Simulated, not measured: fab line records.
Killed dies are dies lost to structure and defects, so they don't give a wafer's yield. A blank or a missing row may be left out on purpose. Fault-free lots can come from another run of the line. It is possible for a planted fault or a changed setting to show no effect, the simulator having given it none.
The tool behind it: which one?    flow gf180mcu    7 lots with 21 wafers sampled at 4 steps, on a route of 602 steps

## WHAT THE GAUGES READ, wafer by wafer
GF_M4_RS_MEAS_05: a four-point-probe measurement.
lot   measured      on             M4_ALCU_RS (ohm/sq)
L291  day 23 20:34  film-metro-02  0.0692 0.0689 0.0693
L294  day 25 05:36  film-metro-03  0.0696 0.0697 0.0694
L297  day 26 15:59  film-metro-03  0.0698 0.0695 0.0700
L301  day 27 12:34  film-metro-03  0.0677 0.0677 0.0680
L304  day 28 08:12  film-metro-04  0.0633 0.0633 0.0630
L308  day 29 11:33  film-metro-02  0.0697 0.0700 0.0698
L310  day 29 23:36  film-metro-04  0.0701 0.0714 0.0705

## WHAT TOOL EACH LOT RAN ON (gives the tool, then ch and the chambers of the sampled wafers, and finally the start)
lot   GF_V3_CVD_02                     GF_V3_CMP_26                   GF_M4_SPUTTER_02
L291  pecvd-04 ch 0,2, day 22 19:52    cmp-02 ch 0,2, day 23 20:00    pvd-sputter-01, day 23 20:26
L294  pecvd-03 ch 0,1,2, day 24 05:05  cmp-01 ch 0,2, day 25 05:08    pvd-sputter-01, day 25 05:31
L297  pecvd-02 ch 1,2, day 25 16:34    cmp-01 ch 1,2,3, day 26 15:32  pvd-sputter-03, day 26 15:52
L301  pecvd-02 ch 0,1, day 26 14:34    cmp-02 ch 0,2,3, day 27 12:11  pvd-sputter-04, day 27 12:28
L304  pecvd-02 ch 1,2, day 27 10:25    cmp-01 ch 0,1,2, day 28 07:41  pvd-sputter-04, day 28 08:07
L308  pecvd-03 ch 0,1,2, day 28 14:46  cmp-02 ch 1,2,3, day 29 11:01  pvd-sputter-03, day 29 11:26
L310  pecvd-03 ch 0,1,2, day 29 02:34  cmp-01 ch 0,2,3, day 29 23:05  pvd-sputter-01, day 29 23:28
- GF_V3_CVD_02: deposits SiO2 from TEOS, target thk 850 nm, time 94.851 s.
- GF_V3_CMP_26: polishes, stops on SiO2, t overpolish 15.76 s, target thk 0 nm.
- GF_M4_SPUTTER_02: material AlCu, target thk 450 nm, time 23.9 s.

## THE ANSWER, worked out from the rows above alone
Rule: what is usual is taken from the lots themselves. The widest of any qualifying gaps counts: lots, ordered by their means at a reading, are off when they make up no more than a third of the lots, leave a main group of 4 or more, and stand apart from it by 3 or more times the standard deviation of that group's means. Not used: any main group whose means are identical at the precision the tables above print for the reading. A lot without any number at a reading at which 4 lots or more have one is off too. All remaining lots with rows at the step are treated as sound.
Off: at GF_M4_RS_MEAS_05 (M4_ALCU_RS), L304. The main group: mean 0.0695 ohm/sq, standard deviation 0.00087.
If a tool, at a process step before that reading, ran all the lots that are off and no sound lot after the first of them, it fits. Gauges at GF_M4_RS_MEAS_05: tried the same way as those tools. Can't be told from this: 2 tools fit, pecvd-02 at GF_V3_CVD_02, pvd-sputter-04 at GF_M4_SPUTTER_02.

## WHAT THE SIMULATOR HAD PUT IN
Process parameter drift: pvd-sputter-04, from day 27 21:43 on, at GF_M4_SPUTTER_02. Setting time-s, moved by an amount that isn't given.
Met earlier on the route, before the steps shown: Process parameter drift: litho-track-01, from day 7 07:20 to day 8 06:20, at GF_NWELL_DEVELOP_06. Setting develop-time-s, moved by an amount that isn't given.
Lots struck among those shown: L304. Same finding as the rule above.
